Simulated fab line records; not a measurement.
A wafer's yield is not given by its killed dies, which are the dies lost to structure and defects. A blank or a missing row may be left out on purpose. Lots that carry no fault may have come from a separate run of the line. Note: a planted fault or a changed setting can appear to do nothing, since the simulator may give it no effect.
What tool caused it? | flow sky130 | Sampling: 12 lots, 36 wafers, 2 of 708 route steps

== WHAT EACH GAUGE READ, for each wafer ==
SKY_NWELL_RS_MEAS_29: the measuring method here is four-point-probe.
lot  | measured     | on            | NWELL_RS (ohm/sq)
L414 | day 5 06:31  | film_metro-01 | 624.2 625.0 624.0
L415 | day 5 10:21  | film_metro-01 | 624.7 624.1 623.5
L419 | day 6 17:26  | film_metro-02 | 623.5 624.6 625.2
L422 | day 7 05:45  | film_metro-01 | 623.8 625.2 624.7
L423 | day 7 12:10  | film_metro-01 | 629.1 630.7 628.7 628.6 631.5 629.9
L424 | day 7 20:22  | film_metro-03 | 630.7 629.8 629.8 629.3 632.3 630.1
L425 | day 8 05:05  | film_metro-02 | 625.4 628.6 629.4
L426 | day 8 12:02  | film_metro-03 | 623.5 623.3 623.7
L429 | day 8 23:44  | film_metro-02 | 623.8 622.8 624.2
L431 | day 9 13:18  | film_metro-02 | 624.5 623.3 622.9
L433 | day 10 03:38 | film_metro-02 | 624.3 625.2 625.1
L436 | day 10 22:26 | film_metro-03 | 626.9 622.0 623.4

== WHAT TOOL EACH LOT RAN ON (gives the tool, then ch and the chambers of the sampled wafers, and finally the start) ==
lot  | SKY_NWELL_IMPLANT_11
L414 | implanter-02 ch 0, day 4 11:35
L415 | implanter-01 ch 0, day 4 16:05
L419 | implanter-02 ch 0, day 5 21:04
L422 | implanter-01 ch 0, day 6 09:14
L423 | implanter-01 ch 0, day 6 16:11
L424 | implanter-01 ch 0, day 6 23:56
L425 | implanter-01 ch 0, day 7 07:59
L426 | implanter-02 ch 0, day 7 14:08
L429 | implanter-02 ch 0, day 8 01:52
L431 | implanter-02 ch 0, day 8 15:26
L433 | implanter-02 ch 0, day 9 05:17
L436 | implanter-01 ch 0, day 9 23:23
- SKY_NWELL_IMPLANT_11

== WHAT THE TOOLS THEMSELVES READ (means of the sampled wafers that have a number; where no wafer has one, the mark that the record gives instead) ==
SKY_NWELL_IMPLANT_11.
lot  | tool         | dose_ions_cm2
L414 | implanter-02 | 1.9008e+13
L415 | implanter-01 | 1.9009e+13
L419 | implanter-02 | 1.8997e+13
L422 | implanter-01 | 1.9023e+13
L423 | implanter-01 | 1.8713e+13
L424 | implanter-01 | 1.8686e+13
L425 | implanter-01 | 1.8712e+13
L426 | implanter-02 | 1.8995e+13
L429 | implanter-02 | 1.8988e+13
L431 | implanter-02 | 1.9015e+13
L433 | implanter-02 | 1.8991e+13
L436 | implanter-01 | 1.8999e+13

== THE ANSWER, worked out from the rows above alone ==
Rule: the lots themselves supply what counts as usual. The widest of any qualifying gaps counts: lots, ordered by their means at a reading, are off when they make up no more than a third of the lots, leave a main group of 4 or more, and stand apart from it by 3 or more times the standard deviation of that group's means. A main group is skipped when, at the precision printed for the reading in the tables above, its means are all equal. A lot without any number at a reading at which 4 lots or more have one is off too. Where the step has rows for the other lots, those lots are counted as sound. The gauges are gone through in route order, then the tools' own readings, and for those a lot's mean is taken as printed above. At the first step where some lot is off, the reading lying furthest off is the one used; lots without a number count as furthest.
Off: L423, L424, L425, seen at SKY_NWELL_RS_MEAS_29 (NWELL_RS). The main group has a mean of 624.1 ohm/sq with a standard deviation of 0.46.
If a tool, at a process step before that reading, ran all the lots that are off and no sound lot after the first of them, it fits. Not tried: the gauges at SKY_NWELL_RS_MEAS_29; whatever is off there is also off at SKY_NWELL_IMPLANT_11, on other tools, and gauge error can't account for it. None of those tried fits.

== WHAT HAD BEEN PUT IN BY THE SIMULATOR ==
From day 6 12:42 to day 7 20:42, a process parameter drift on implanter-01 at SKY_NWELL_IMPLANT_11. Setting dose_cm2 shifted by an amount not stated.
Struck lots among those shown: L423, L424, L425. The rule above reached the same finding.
